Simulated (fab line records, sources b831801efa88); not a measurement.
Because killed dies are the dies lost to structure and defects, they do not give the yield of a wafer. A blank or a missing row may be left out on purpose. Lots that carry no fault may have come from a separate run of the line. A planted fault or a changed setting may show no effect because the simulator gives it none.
fab line records | flow sky130
record lots=6 wafers=18 last-day=50
route steps=708 shown VIA3@587 METAL4@598 PAD_OPEN@708
lots with no fault: from the same line, run without faults
start-h: hours from the record's first day to the start of the lot's first wafer shown | wait-h: hours elapsed since this lot's preceding step | " the same as in the row above | L1.1+2: a row that stands for several wafers | - no value, or no start was given | * or withheld: withheld | < > ~ a bound
route shown NAME@n: NAME is a module with steps in the file, n the number in the route of the first one | usual: average and standard deviation across the fault-free wafers | same: alike in all rows | chamber/n: place in a boat | sites: per-site readings | _std_site: the values' standard deviation | _edge_site: inner sites' mean taken away from outer sites' mean | radius-mm: for every site, how far away it sits from the centre of the wafer | mask NAME#n: copy n | behind: the tool/chamber that last shaped the wafer | hold: what put the lot on hold/how long, in hours/how the hold closed | device: names the non-switching transistor (n, p or np) | end of line: the same wafers' tests at the end of the route | step lacking rows: just its recipe | killed: at the first sort, the dies lost to defects and structure; wafer yield is something else | map: the dies of a wafer, with x for killed, . for not killed, _ for no die there
set.NAME: the setting as run; set.NAME@STEP: as run at that earlier step | model.NAME: the simulator's own value behind a step, which no gauge read
lots seen at some steps along the route; tables by step, rows by wafer
services: when a tool's chamber went out of use (start-h, in hours from the record's first day, below 0 if earlier), for how many hours, and the reason
## steps
# step SKY_VIA3_ETCH_14
# recipe chemistry=N2/H2 target=BARC ion-energy-ev=200 source-w=500 bias-w=100 pressure-mtorr=30.83 n2-flow-sccm=100 h2-flow-sccm=200 stop-on=SiO2 time-s=45.9 target-depth-a=600
# step SKY_VIA3_ETCH_15
# recipe target=SiO2 chemistry=C4F8/O2/Ar target-depth-nm=507 stop-on=TiN mask-material=KrF-thick source-w=1500 bias-w=1200 pressure-mtorr=40 c4f8-flow-sccm=withheld O2_flow_sccm=6 Ar_flow_sccm=300 time-s=78
# usual bias-w=1200/3.7 oes-product-au=0.946/0.0046 rf-fwd-power-W=1487/5.6
# columns lot.wafer tool chamber start-h wait-h bias-w oes-product-au rf-fwd-power-W
L474.1 rie-diel-03 1 954.03 0.0 1196 0.948 1484
L474.2 " 2 " " 1200 0.950 1491
L474.5 " 3 " " 1198 0.946 1482
L476.1 rie-diel-03 3 956.13 0.0 1202 0.948 1484
L476.4 " 0 " " 1196 0.950 1491
L476.6 " 1 " " 1204 0.947 1482
L488.1 rie-diel-03 2 1043.28 0.0 1197 0.947 1490
L488.2 " 1 " " 1201 0.936 1483
L488.6 " 2 " " 1193 0.951 1483
L487.2 rie-diel-04 1 1045.23 0.0 1202 0.949 1493
L487.3 " 2 " " 1203 0.946 1494
L487.5 " 1 " " 1202 0.952 1492
L492.2 rie-diel-04 3 1067.73 0.0 1197 0.950 1483
L492.5 " 2 " " 1199 0.949 1493
L492.6 " 1 " " 1197 0.946 1490
L494.2 rie-diel-04 3 1072.21 0.0 1201 0.946 1485
L494.4 " 0 " " 1203 0.944 1487
L494.6 " 2 " " 1199 0.942 1497
# step SKY_VIA3_STRIP_16
# recipe chemistry=O2/N2 power-w=1400 pressure-mtorr=1500 platen-temp-c=withheld o2-flow-sccm=3000 n2-flow-sccm=300 overash-fraction=0.5
# usual drypump-motor-current-A=5.6/0.48 oes-product-au=0.402/0.0047 strip-time-to-endpoint-s=4.132/0.023
# columns lot.wafer tool chamber start-h wait-h drypump-motor-current-A oes-product-au rf-hours-counter-h strip-time-to-endpoint-s
L474.1 plasma-asher-02 0 954.09 0.0 5.1 0.409 51 4.159
L474.2 " 1 " " 5.4 0.394 51 4.116
L474.5 " 0 " " 5.1 0.402 - 4.119
L476.1 plasma-asher-04 1 956.19 0.0 6.1 0.405 112 4.113
L476.4 " 0 " " 6.1 0.407 - 4.120
L476.6 " 1 " " 6.1 0.405 - 4.124
L488.1 plasma-asher-04 0 1043.34 0.0 6.1 0.405 122 4.123
L488.2 " 1 " " 6.1 0.405 122 4.180
L488.6 " 1 " " 6.1 0.407 - 4.135
L487.2 plasma-asher-01 1 1045.29 0.0 5.0 0.399 32 4.139
L487.3 " 1 " " 5.0 0.410 - 4.126
L487.5 " 1 " " 5.0 0.406 - 4.120
L492.2 plasma-asher-04 1 1067.79 0.0 6.2 0.397 0 4.085
L492.5 " 1 " " 6.2 0.397 - 4.123
L492.6 " 0 " " 6.1 0.404 - 4.117
L494.2 plasma-asher-04 0 1072.27 0.0 6.1 0.403 1 4.140
L494.4 " 1 " " 6.1 0.402 - 4.129
L494.6 " 1 " " 6.1 0.402 - 4.151
# step SKY_VIA3_STRIP_17
# recipe chemistry=post-etch-residue-remover time-s=1200 temp-c=72.5
# step SKY_VIA3_CLEAN_18
# recipe chemistry=IPA time-s=180 temp-c=25
# step SKY_VIA3_CLEAN_19
# recipe chemistry=O3/DIW dry=n2-spin
# step SKY_VIA3_SPUTTER_20
# recipe material=TiN target-thk-nm=20 chamber-pressure-pa=5 power-w=4000 time-s=80
# usual throttle-valve-pct=29.7/1.1
# columns lot.wafer tool chamber start-h wait-h throttle-valve-pct
L474.1 pvd-sputter-04 - 954.69 0.0 29.0
L474.2 " - " " 30.5
L474.5 " - " " 28.4
L476.1 pvd-sputter-02 - 956.82 0.0 29.1
L476.4 " - " " 30.3
L476.6 " - " " 30.3
L488.1 pvd-sputter-01 - 1044.01 0.0 31.1
L488.2 " - " " 28.5
L488.6 " - " " 28.3
L487.2 pvd-sputter-01 - 1045.89 0.0 31.4
L487.3 " - " " 28.2
L487.5 " - " " 31.2
L492.2 pvd-sputter-01 - 1068.39 0.0 30.2
L492.5 " - " " 28.5
L492.6 " - " " 30.1
L494.2 pvd-sputter-02 - 1072.95 0.0 30.3
L494.4 " - " " 29.7
L494.6 " - " " 29.0
# step SKY_VIA3_CVD_21
# recipe material=W target-thk-nm=390 time-s=117.31 temp-c=400 pressure-torr=40
# usual heater-power-w=910/63
# columns lot.wafer tool chamber start-h wait-h heater-power-w
L474.1 cvd-w-02 0 954.75 0.0 885
L474.2 " 1 " " 947
L474.5 " 1 " " 942
L476.1 cvd-w-01 0 956.88 0.0 792
L476.4 " 1 " " 974
L476.6 " 0 " " 817
L488.1 cvd-w-02 0 1044.07 0.0 859
L488.2 " 1 " " 918
L488.6 " 1 " " 949
L487.2 cvd-w-01 0 1045.95 0.0 819
L487.3 " 0 " " 827
L487.5 " 0 " " 810
L492.2 cvd-w-02 0 1068.45 0.0 940
L492.5 " 1 " " 954
L492.6 " 0 " " 918
L494.2 cvd-w-02 1 1073.01 0.0 933
L494.4 " 1 " " 944
L494.6 " 0 " " 892
# step SKY_VIA3_RS_MEAS_22
# recipe thk-meas-gauge=four-point-probe reads=W_of_VIA3_CVD_21+TiN_of_VIA3_SPUTTER_20
# usual VIA3_W_RS=0.293/0.0059
# columns lot.wafer tool chamber start-h wait-h VIA3_W_RS[ohm/sq]
L474.1 film-metro-01 - 954.87 0.1 0.295
L474.2 " - " " 0.291
L474.5 " - " " 0.294
L476.1 film-metro-02 - 957.01 0.1 0.303
L476.4 " - " " 0.299
L476.6 " - " " 0.304
L488.1 film-metro-03 - 1044.19 0.1 0.291
L488.2 " - " " 0.289
L488.6 " - " " 0.287
L487.2 film-metro-01 - 1046.09 0.1 0.297
L487.3 " - " " 0.295
L487.5 " - " " 0.295
L492.2 film-metro-01 - 1068.59 0.1 0.278
L492.5 " - " " 0.291
L492.6 " - " " 0.279
L494.2 film-metro-01 - 1073.15 0.1 0.287
L494.4 " - " " 0.290
L494.6 " - " " 0.278
# step SKY_VIA3_THK_MEAS_23
# recipe thk-meas-gauge=xrf reads=W_of_VIA3_CVD_21
# usual VIA3_W_THK=393/8.6
# columns lot.wafer tool chamber start-h wait-h VIA3_W_THK[nm]
L474.1 film-metro-01 - 954.99 0.1 388
L474.2 " - " " 392
L474.5 " - " " 386
L476.1 film-metro-02 - 957.13 0.1 375
L476.4 " - " " 382
L476.6 " - " " 375
L488.1 film-metro-03 - 1044.31 0.1 397
L488.2 " - " " 395
L488.6 " - " " 401
L487.2 film-metro-01 - 1046.20 0.1 382
L487.3 " - " " 385
L487.5 " - " " 386
L492.2 film-metro-01 - 1068.70 0.1 412
L492.5 " - " " 392
L492.6 " - " " 407
L494.2 film-metro-01 - 1073.26 0.1 397
L494.4 " - " " 395
L494.6 " - " " 411
# step SKY_VIA3_CMP_24
# recipe stop-on=SiO2 t-overpolish-s=20 down-force-psi=3.5 platen-rpm=60 target-thk-nm=0 pad-velocity-m-s=0.94248
# usual motor-current-A=11.8/1.9 overpolish-run-s=19.999/0.0085 platen-rpm=60.00/0.044 retaining-ring-pressure-frac=1.000/0.0048 time-to-endpoint-s=96/4.4
# columns lot.wafer tool chamber start-h wait-h motor-current-A overpolish-run-s platen-rpm retaining-ring-pressure-frac time-to-endpoint-s
L474.1 cmp-01 3 955.10 0.1 11.2 20.001 59.99 1.002 96
L474.2 " 0 " " 9.5 20.006 60.03 1.002 99
L474.5 " 3 " " 11.9 20.000 60.05 0.998 96
L476.1 cmp-02 1 957.29 0.1 10.1 19.985 60.03 1.006 98
L476.4 " 2 " " 14.1 20.012 60.01 0.995 98
L476.6 " 0 " " 12.1 20.012 59.96 0.997 96
L488.2 cmp-01 2 1044.42 0.1 14.8 19.998 59.93 1.000 97
L488.1 " 0 " " 9.7 19.994 60.02 1.001 93
L488.6 " 2 " " 14.6 19.995 60.00 0.992 98
L487.2 cmp-02 0 1046.35 0.1 12.5 20.011 59.99 1.000 96
L487.3 " 1 " " 10.2 20.000 60.01 1.002 98
L487.5 " 3 " " 11.7 19.999 60.10 0.998 92
L492.2 cmp-01 2 1068.90 0.2 14.8 19.994 60.03 0.993 105
L492.6 " 3 " " 11.5 20.004 59.98 1.000 106
L492.5 " 0 " " 9.5 19.992 59.92 1.002 97
L494.4 cmp-02 0 1073.36 0.1 12.4 20.008 59.98 1.001 98
L494.2 " 1 " " 9.7 20.018 59.96 0.997 99
L494.6 " 0 " " 12.2 20.000 60.02 1.005 102
# step SKY_METAL4_SPUTTER_00
# recipe material=Ti target-thk-nm=15 power-w=3000 time-s=10 chamber-pressure-pa=0.4
# step SKY_METAL4_SPUTTER_01
# recipe material=TiN target-thk-nm=20 power-w=6500 time-s=16.7 chamber-pressure-pa=0.4
# usual throttle-valve-pct=29.6/1.3
# columns lot.wafer tool chamber start-h wait-h throttle-valve-pct model.TiN_of_METAL4_SPUTTER_01.thk-nm
L474.1 pvd-sputter-03 - 955.38 0.0 28.9 19.89
L474.2 " - " " 30.6 19.76
L474.5 " - " " 27.5 19.88
L476.1 pvd-sputter-01 - 957.51 0.0 31.2 19.69
L476.4 " - " " 28.5 20.03
L476.6 " - " " 30.5 19.86
L488.1 pvd-sputter-04 - 1044.69 0.0 29.5 17.79
L488.2 " - " " 28.5 17.8
L488.6 " - " " 28.9 17.99
L487.2 pvd-sputter-04 - 1046.57 0.0 30.1 17.73
L487.3 " - " " 29.5 17.69
L487.5 " - " " 29.8 17.72
L492.2 pvd-sputter-03 - 1069.08 0.0 31.0 19.98
L492.5 " - " " 30.8 19.88
L492.6 " - " " 27.7 19.77
L494.2 pvd-sputter-03 - 1073.63 0.0 31.2 19.97
L494.4 " - " " 27.8 19.86
L494.6 " - " " 30.9 19.77
# step SKY_METAL4_SPUTTER_02
# recipe material=AlCu target-thk-nm=735 power-w=10600 time-s=39.1 chamber-pressure-pa=0.4
# step SKY_PAD_OPEN_PROBE_99
# usual defect-limited-yield=82.4/2.1 killed_at_M0_to_M3=44/7.4 killed_at_M4_up=3.2/2 killed-at-contacts=24/5.1 killed-at-front-end=15/4.8 killed-at-other=0.2/0.46 killed-dies=86/10 killed-open=47/7.5 killed-short=39/7 sort_bin_3_pad_short=0.9/0.4 sort_bin_5_function=10.4/1.5 sort_bin_6_memory=6.3/1.2 sort-n-pass=406/10 sort-yield-pct=82.4/2.1
# same gross-dies=492 killed-at-back-side=0 sort_bin_4_leakage[%]=0 sort_bin_8_speed[%]=0
# columns lot.wafer tool chamber start-h wait-h defect-limited-yield[%] killed_at_M0_to_M3 killed_at_M4_up killed-at-contacts killed-at-front-end killed-at-other killed-dies killed-open killed-short sort_bin_3_pad_short[%] sort_bin_5_function[%] sort_bin_6_memory[%] sort-n-pass sort-yield-pct[%]
L474.1 prober-01 - 1095.80 0.1 85.0 37 2 23 12 0 74 34 40 0.8 9.8 4.5 418 85.0
L474.2 prober-01 - 1095.85 0.1 85.0 33 0 17 24 0 74 44 29 0.4 8.3 6.3 418 85.0
L474.5 prober-01 - 1096.00 0.2 82.1 46 5 26 11 0 88 45 43 0.6 11.2 6.1 404 82.1
L487.2 prober-01 - 1172.63 0.1 82.3 46 1 27 12 1 87 50 37 0.6 10.6 6.5 405 82.3
L487.3 prober-01 - 1172.68 0.2 84.3 35 3 23 16 0 77 36 41 0.4 10.4 4.9 415 84.3
L487.5 prober-01 - 1172.78 0.2 81.5 48 8 20 15 0 91 55 36 0.2 10.8 7.5 401 81.5
# killed by level:class
L474.1 LOCAL_INTERCONNECT:geometric-particle:short=8 VIA1:geometric-particle:open=8 VIA3:geometric-particle:open=7 METAL1:geometric-particle:short=6 LI_CONTACT:geometric-particle:short=5 CONTACT:geometric-particle:open=5 CONTACT:geometric-particle:short=4 VIA1:geometric-particle:short=4
L474.2 VIA1:geometric-particle:open=14 FIELD_ISO:geometric-particle:short=7 FIELD_ISO:geometric-particle:open=6 LI_CONTACT:geometric-particle:open=5 CONTACT:geometric-particle:open=5 SPACER:geometric-particle:short=4 METAL2:geometric-particle:short=4 SPACER:geometric-particle:open=3
L474.5 VIA1:geometric-particle:open=12 LI_CONTACT:geometric-particle:open=9 CONTACT:geometric-particle:open=8 METAL2:geometric-particle:short=8 VIA3:geometric-particle:open=6 METAL1:geometric-particle:short=5 LOCAL_INTERCONNECT:geometric-particle:short=5 VIA1:geometric-particle:short=5
L487.2 VIA1:geometric-particle:open=14 LI_CONTACT:geometric-particle:open=9 VIA3:geometric-particle:open=7 CONTACT:geometric-particle:open=6 CONTACT:geometric-particle:short=6 METAL2:geometric-particle:short=5 VIA2:geometric-particle:open=5 LI_CONTACT:geometric-particle:short=4
L487.3 VIA1:geometric-particle:short=7 FIELD_ISO:geometric-particle:open=6 CONTACT:geometric-particle:short=6 CONTACT:geometric-particle:open=6 VIA1:geometric-particle:open=5 METAL1:geometric-particle:short=5 LI_CONTACT:geometric-particle:open=4 METAL2:geometric-particle:short=4
L487.5 VIA1:geometric-particle:open=11 FIELD_ISO:geometric-particle:open=9 VIA2:geometric-particle:open=8 LI_CONTACT:geometric-particle:open=8 VIA3:geometric-particle:open=7 METAL4:geometric-particle:short=6 CONTACT:geometric-particle:open=5 FIELD_ISO:geometric-particle:short=4
## services
# columns tool chamber start-h hours kind
cvd-w-01 - 930.53 2.8 pm
cvd-w-02 - 951.49 2.8 pm
plasma-asher-02 - 959.04 2.8 pm
pvd-sputter-02 - 959.12 5.3 repair
plasma-asher-02 - 961.79 28.1 pm
rie-diel-03 0 968.14 4.5 repair
rie-diel-03 2 971.56 6.0 repair
cmp-02 - 974.12 4.5 pm
cvd-w-02 - 984.28 1.7 repair
cmp-02 - 985.45 2.4 repair
cmp-02 - 988.12 0.4 repair
cmp-01 - 990.89 0.7 repair
rie-diel-03 - 992.80 14.6 pm
rie-diel-04 2 994.08 6.2 repair
cvd-w-02 - 1014.91 2.0 repair
pvd-sputter-04 - 1017.32 0.9 repair
cmp-01 - 1017.92 0.7 repair
plasma-asher-02 - 1020.99 14.6 pm
cmp-02 - 1033.42 1.7 repair
pvd-sputter-03 - 1044.63 1.0 repair
cmp-01 - 1051.07 0.5 repair
cmp-01 - 1051.89 2.3 repair
plasma-asher-04 - 1055.25 9.0 pm
pvd-sputter-04 - 1060.28 27.0 repair
## key
first-sign none at tools or gauges
model-effect step=SKY_METAL4_SPUTTER_01 value=TiN_of_METAL4_SPUTTER_01.thk-nm without=20.04 struck=17.79
met-at SKY_METAL4_SPUTTER_01
struck-wafers L487.2,L487.3,L487.5,L488.1,L488.2,L488.6
fault kind=process-parameter-drift tool=pvd-sputter-04 chamber=- onset-h=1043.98 steps=SKY_METAL4_SPUTTER_01 channel=time-s offset=* shape=step end-h=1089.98 acts-in=* stated=*
